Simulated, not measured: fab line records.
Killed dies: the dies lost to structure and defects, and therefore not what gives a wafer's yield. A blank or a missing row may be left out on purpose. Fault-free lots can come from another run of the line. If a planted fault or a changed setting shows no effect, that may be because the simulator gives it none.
fab line records    flow sky130
record lots=7  wafers=21  last_day=50
route steps=708 shown CAPM@548 METAL3@555
lots untouched by any fault: they come from a run of this same line in which no faults occurred
start_h: start of the lot's first displayed wafer, in hours after the record's first day    wait_h: hours from the lot's prior step to this one    " the same as in the row above    L1.1+2: a row that stands for several wafers    - value missing, or start not given    * or withheld: withheld    < > ~ a bound
route shown NAME@n: NAME is a module with steps in the file, n the number in the route of the first one    usual: average and standard deviation across the fault-free wafers    same: alike in all rows    chamber/n: place in a boat    sites: the reading at each site    _std_site: standard deviation of those values    _edge_site: mean of outer sites minus mean of inner sites    radius_mm: how far each site lies from the wafer's centre    mask NAME#n: copy n    behind: tool/chamber where the wafer was last shaped    hold: why the lot went on hold/how many hours it stayed there/how the hold came to an end    device: transistor that didn't switch, given as n, p or np    end of line: the same wafers' tests at the end of the route    step lacking rows: just its recipe    killed: count of dies lost to structure and defects at first sort (not the wafer's yield)    map: the dies of a wafer, with x for killed, . for not killed, _ for no die there
set.NAME: the run value of the setting; set.NAME@STEP: its run value at that earlier step    model.NAME: the simulator's own value behind a step, which no gauge read
lots at some steps of the route; a table a step, a row a wafer
services: when a tool's chamber went out of use (start_h, in hours from the record's first day, below 0 if earlier), for how many hours, and the reason
## steps
# step SKY_CAPM_DEVELOP_11
# recipe resist=NOVOLAK  developer=TMAH  develop_time_s=60  dev_temp_c=23
# step SKY_CAPM_OVL_MEAS_12
# usual CAPM_OVL=-0.3/1.1
lot.wafer  tool        chamber  start_h  wait_h  CAPM_OVL[nm]
L580.1     overlay-01  -        891.49   0.1     0.0
L580.2     "           -        "        "       -1.1
L580.5     "           -        "        "       -1.3
L585.3     overlay-02  -        933.15   0.1     -0.7
L585.5     "           -        "        "       -1.0
L585.6     "           -        "        "       0.0
L586.3     overlay-02  -        933.95   0.1     1.4
L586.5     "           -        "        "       -2.0
L586.6     "           -        "        "       -0.2
L596.1     overlay-01  -        998.49   0.1     0.1
L596.3     "           -        "        "       0.2
L596.5     "           -        "        "       1.3
L597.1     overlay-02  -        1011.54  0.1     -1.5
L597.3     "           -        "        "       -2.7
L597.5     "           -        "        "       -1.8
L598.1     overlay-02  -        1012.84  0.1     0.1
L598.4     "           -        "        "       0.3
L598.6     "           -        "        "       0.6
L601.3     overlay-01  -        1024.64  0.1     -0.8
L601.4     "           -        "        "       1.1
L601.5     "           -        "        "       1.0
# step SKY_CAPM_METAL_ETCH_13
# recipe target_depth_nm=220  stop_on=SiO2  chemistry=Cl2/BCl3  target=TiN  pressure_mtorr=10  icp_w=900  bias_w=48.5  Cl2_flow_sccm=60  bcl3_flow_sccm=30  time_s=62.9
# usual drypump_motor_current_A=5.6/0.44  oes_product_au=0.942/0.0067  throttle_valve_pct=21.901/0.01
lot.wafer  tool          chamber  start_h  wait_h  drypump_motor_current_A  oes_product_au  rf_hours_counter_h  throttle_valve_pct
L580.1     rie_metal-01  0        891.52   0.0     4.9                      0.948           7                   21.896
L580.2     "             1        "        "       5.7                      0.945           0                   21.889
L580.5     "             0        "        "       4.9                      0.941           -                   21.880
L585.3     rie_metal-04  0        933.20   0.0     6.5                      0.937           -                   21.919
L585.5     "             1        "        "       6.0                      0.935           -                   21.897
L585.6     "             0        "        "       6.5                      0.931           -                   21.906
L586.3     rie_metal-02  0        934.03   0.1     5.8                      0.936           -                   21.888
L586.5     "             0        "        "       5.8                      0.941           -                   21.916
L586.6     "             0        "        "       5.8                      0.934           -                   21.898
L596.1     rie_metal-04  0        998.53   0.0     6.5                      0.951           5                   21.912
L596.3     "             0        "        "       6.5                      0.939           -                   21.902
L596.5     "             1        "        "       6.0                      0.946           -                   21.905
L597.1     rie_metal-04  1        1011.57  0.0     6.0                      0.943           13                  21.897
L597.3     "             0        "        "       6.5                      0.940           -                   21.913
L597.5     "             0        "        "       6.5                      0.943           -                   21.894
L598.1     rie_metal-02  0        1012.88  0.0     5.8                      0.953           12                  21.915
L598.4     "             1        "        "       5.2                      0.946           -                   21.896
L598.6     "             0        "        "       5.8                      0.946           -                   21.886
L601.3     rie_metal-02  1        1024.69  0.0     5.2                      0.941           -                   21.901
L601.4     "             0        "        "       5.8                      0.943           -                   21.890
L601.5     "             0        "        "       5.8                      0.937           -                   21.913
# step SKY_CAPM_STRIP_14
# recipe chemistry=O2/N2  power_w=1400  pressure_mtorr=1500  platen_temp_c=withheld  o2_flow_sccm=3000  n2_flow_sccm=300  overash_fraction=0.5
# usual drypump_motor_current_A=5.2/0.41  oes_product_au=0.710/0.0041  strip_time_to_endpoint_s=12.66/0.044
lot.wafer  tool             chamber  start_h  wait_h  drypump_motor_current_A  oes_product_au  rf_hours_counter_h  strip_time_to_endpoint_s
L580.1     plasma_asher-02  0        891.60   0.1     4.8                      0.720           102                 12.69
L580.2     "                1        "        "       4.8                      0.708           102                 12.70
L580.5     "                0        "        "       4.8                      0.709           -                   12.70
L585.3     plasma_asher-01  0        933.28   0.1     5.9                      0.708           -                   12.66
L585.5     "                0        "        "       5.9                      0.715           -                   12.63
L585.6     "                1        "        "       5.7                      0.710           -                   12.67
L586.3     plasma_asher-04  0        934.16   0.1     5.4                      0.704           -                   12.68
L586.5     "                1        "        "       5.3                      0.702           -                   12.71
L586.6     "                0        "        "       5.4                      0.711           -                   12.70
L596.1     plasma_asher-02  0        998.60   0.1     4.8                      0.714           113                 12.64
L596.3     "                1        "        "       4.8                      0.704           -                   12.66
L596.5     "                1        "        "       4.8                      0.708           -                   12.61
L597.1     plasma_asher-04  1        1011.65  0.1     5.3                      0.709           58                  12.64
L597.3     "                0        "        "       5.5                      0.709           -                   12.66
L597.5     "                0        "        "       5.5                      0.711           -                   12.68
L598.1     plasma_asher-02  0        1012.95  0.1     4.8                      0.710           114                 12.67
L598.4     "                1        "        "       4.8                      0.707           -                   12.64
L598.6     "                0        "        "       4.9                      0.707           -                   12.67
L601.3     plasma_asher-04  1        1024.77  0.1     5.3                      0.715           -                   12.69
L601.4     "                0        "        "       5.4                      0.709           -                   12.70
L601.5     "                1        "        "       5.3                      0.708           -                   12.71
# step SKY_CAPM_STRIP_15
# recipe chemistry=post_etch_residue_remover  time_s=1200  temp_c=72.5
# step SKY_CAPM_CLEAN_16
# recipe chemistry=IPA  time_s=180  temp_c=25
# step SKY_CAPM_CLEAN_17
# recipe chemistry=O3/DIW  dry=n2_spin
# step SKY_METAL3_DEHYDRATE_05
# recipe temp_c=200  time_s=60
# step SKY_METAL3_HMDS_06
# recipe prime_time_s=60  prime_temp_c=120
# step SKY_METAL3_COAT_07
# recipe resist=BARC  temp_c=withheld  time_s=withheld  spin_rpm=3000  resist_thk_nm=60
# step SKY_METAL3_COAT_08
# recipe resist=KrF-thick  spin_rpm=3000  resist_thk_nm=1140
# step SKY_METAL3_SOFTBAKE_09
# recipe temp_c=100  time_s=90  resist=KrF-thick
# step SKY_METAL3_EXPOSE_10
# recipe mask_id=MM3  na=0.68  source_shape=annular  sigma_inner=0.4  sigma_outer=0.8  target_cd_nm=300  dose_mj=28
# usual exposure_dose_mJ_cm2=28.2/0.32  focus_offset_nm=0.1/0.51  sigma_outer=0.8/0
lot.wafer  tool            chamber  start_h  wait_h  mask   exposure_dose_mJ_cm2  focus_offset_nm  sigma_outer
L580.1     krf_scanner-02  0        905.56   -       MM3#0  28.0                  0.1              0.8
L580.2     "               0        "        "       MM3#0  27.9                  -0.2             0.8
L580.5     "               0        "        "       MM3#0  28.0                  -0.5             0.8
L585.3     krf_scanner-02  0        946.10   -       MM3#0  27.9                  -0.4             0.8
L585.5     "               0        "        "       MM3#0  28.0                  -0.3             0.8
L585.6     "               0        "        "       MM3#0  28.0                  -0.8             0.8
L586.3     krf_scanner-02  0        947.08   -       MM3#0  28.0                  -0.3             0.8
L586.5     "               0        "        "       MM3#0  28.0                  -0.4             0.8
L586.6     "               0        "        "       MM3#0  28.0                  -0.4             0.8
L596.1     krf_scanner-02  -        1011.53  -       MM3#0  -                     -                -
L596.3     "               -        "        "       MM3#0  -                     -                -
L596.5     "               -        "        "       MM3#0  -                     -                -
L597.1     krf_scanner-02  -        1023.29  -       MM3#0  -                     -                -
L597.3     "               -        "        "       MM3#0  -                     -                -
L597.5     "               -        "        "       MM3#0  -                     -                -
L598.1     krf_scanner-01  -        1025.55  -       MM3#0  -                     -                -
L598.4     "               -        "        "       MM3#0  -                     -                -
L598.6     "               -        "        "       MM3#0  -                     -                -
L601.3     krf_scanner-02  0        1037.28  -       MM3#0  27.9                  -0.1             0.8
L601.4     "               0        "        "       MM3#0  27.9                  0.0              0.8
L601.5     "               0        "        "       MM3#0  27.9                  -0.9             0.8
# step SKY_METAL3_PEB_11
# recipe peb_temp_c=withheld  peb_time_s=withheld  resist=KrF-thick
## services
tool             chamber  start_h  hours  kind
krf_scanner-01   -        875.47   1.3    pm
rie_metal-01     0        877.50   3.4    repair
rie_metal-01     -        883.99   6.0    repair
krf_scanner-02   0        885.88   -      calibration
plasma_asher-04  -        889.64   0.5    repair
krf_scanner-01   -        892.64   4.4    pm
rie_metal-04     0        893.01   4.3    repair
krf_scanner-02   -        921.76   0.2    repair
rie_metal-04     -        928.31   0.4    repair
krf_scanner-01   -        942.85   0.2    repair
krf_scanner-01   -        944.05   2.0    repair
krf_scanner-02   -        947.23   1.0    pm
rie_metal-04     1        953.63   8.5    repair
krf_scanner-02   -        956.06   3.6    pm
plasma_asher-01  -        964.92   2.0    repair
krf_scanner-02   -        967.31   0.8    pm
krf_scanner-01   -        969.21   0.8    pm
krf_scanner-01   -        989.97   3.6    pm
krf_scanner-01   -        993.52   1.0    pm
krf_scanner-01   -        996.36   0.6    repair
rie_metal-04     -        1006.17  2.8    pm
plasma_asher-01  -        1018.81  2.8    pm
krf_scanner-02   -        1019.65  1.3    pm
krf_scanner-01   -        1035.77  0.5    repair
## key
first_sign step=SKY_METAL3_EXPOSE_10  reading=tool_record  direction=missing
effect none on later readings
met_at SKY_METAL3_EXPOSE_10
struck_wafers L596.1,L596.3,L596.5,L597.1,L597.3,L597.5,L598.1,L598.4,L598.6
later_rows_left_out L596.1,L596.3,L596.5,L597.1,L597.3,L597.5,L598.1,L598.4,L598.6
sort_left_out L596.1,L596.3,L596.5,L597.1,L597.3,L597.5,L598.1,L598.4,L598.6
onset_between 947.08 1011.53
fault kind=skipped_step_whole  tool=krf_scanner-01,krf_scanner-02  chamber=-  onset_h=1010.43  steps=SKY_METAL3_EXPOSE_10  scope=struck_lots_only
# sort_left_out: the simulated sort isn't trusted on such a fault, so these wafers' sort isn't shown, and their yield isn't known
# later_rows_left_out: the simulator's readings of these wafers behind a module that went badly wrong aren't trusted and aren't shown, but for the sort
